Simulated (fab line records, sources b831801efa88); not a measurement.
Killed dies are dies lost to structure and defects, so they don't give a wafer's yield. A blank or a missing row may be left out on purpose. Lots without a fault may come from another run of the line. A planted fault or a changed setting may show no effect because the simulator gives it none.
One fault seen from 2 desks | flow sky130 | each desk has only its own numbers; what lay behind them comes last

THE METROLOGY DESK
What the gauges read, lot by lot, whatever tool the lot ran on: means of the sampled wafers that have a number. A lot is out of limits, marked OUT, if its mean lies more than 4 standard deviations from the usual mean; the brackets give that distance.
Columns: A = cd_nm at SKY_VIA2_CD_MEAS_12, usual 199.6 nm; B = VIA2_OVL at SKY_VIA2_OVL_MEAS_13, usual 6 nm
lot  | first seen here | A     | B
L709 | day 36 16:20    | 199.1 | 13
L711 | day 37 05:56    | 198.4 | 6
L721 | day 40 19:40    | 200.1 | 5
L727 | day 42 07:07    | 198.5 | -2
L730 | day 43 01:55    | 199.9 | 0
This desk's finding: nothing out of limits on any of the 5 lots.

THE TOOL OWNER'S DESK: pvd_sputter-02
The tool's own readings at SKY_VIA2_SPUTTER_20 (material TiN, target thk 20 nm, time 80 s): means of the sampled wafers that have a number, for each lot that ran on this tool. A lot is out of limits, marked OUT, if its mean lies more than 4 standard deviations from the usual mean; the brackets give that distance.
Columns: A = cathode_dc_power_W at SKY_VIA2_SPUTTER_20, usual 4000.1 W; B = throttle_valve_pct at SKY_VIA2_SPUTTER_20, usual 30.0 %
lot  | first seen here | A                        | B
L711 | day 37 06:46    | 3999.8                   | 29.9
L721 | day 40 20:31    | 3842.1 (-99 or more) OUT | 30.1
This desk's finding: out of limits on L721; first on L721, day 40 20:31 (cathode_dc_power_W at SKY_VIA2_SPUTTER_20). In limits: L711.

PUT TOGETHER
The tool owner's desk could have raised an alarm at day 40 20:31, on L721.
The metrology desk saw nothing out of limits.
The metrology desk has L721 on record, within its limits.
Of the lots named, all ran SKY_VIA2_SPUTTER_20 on pvd_sputter-02.

WHAT THE SIMULATOR HAD PUT IN
Process parameter drift: pvd_sputter-02, from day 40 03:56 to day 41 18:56, at SKY_VIA2_SPUTTER_20. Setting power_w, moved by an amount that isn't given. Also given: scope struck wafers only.
Lots struck among those shown: L721.
Hours from the fault's start to each desk's first reading out of limits: the tool owner's desk, 17.
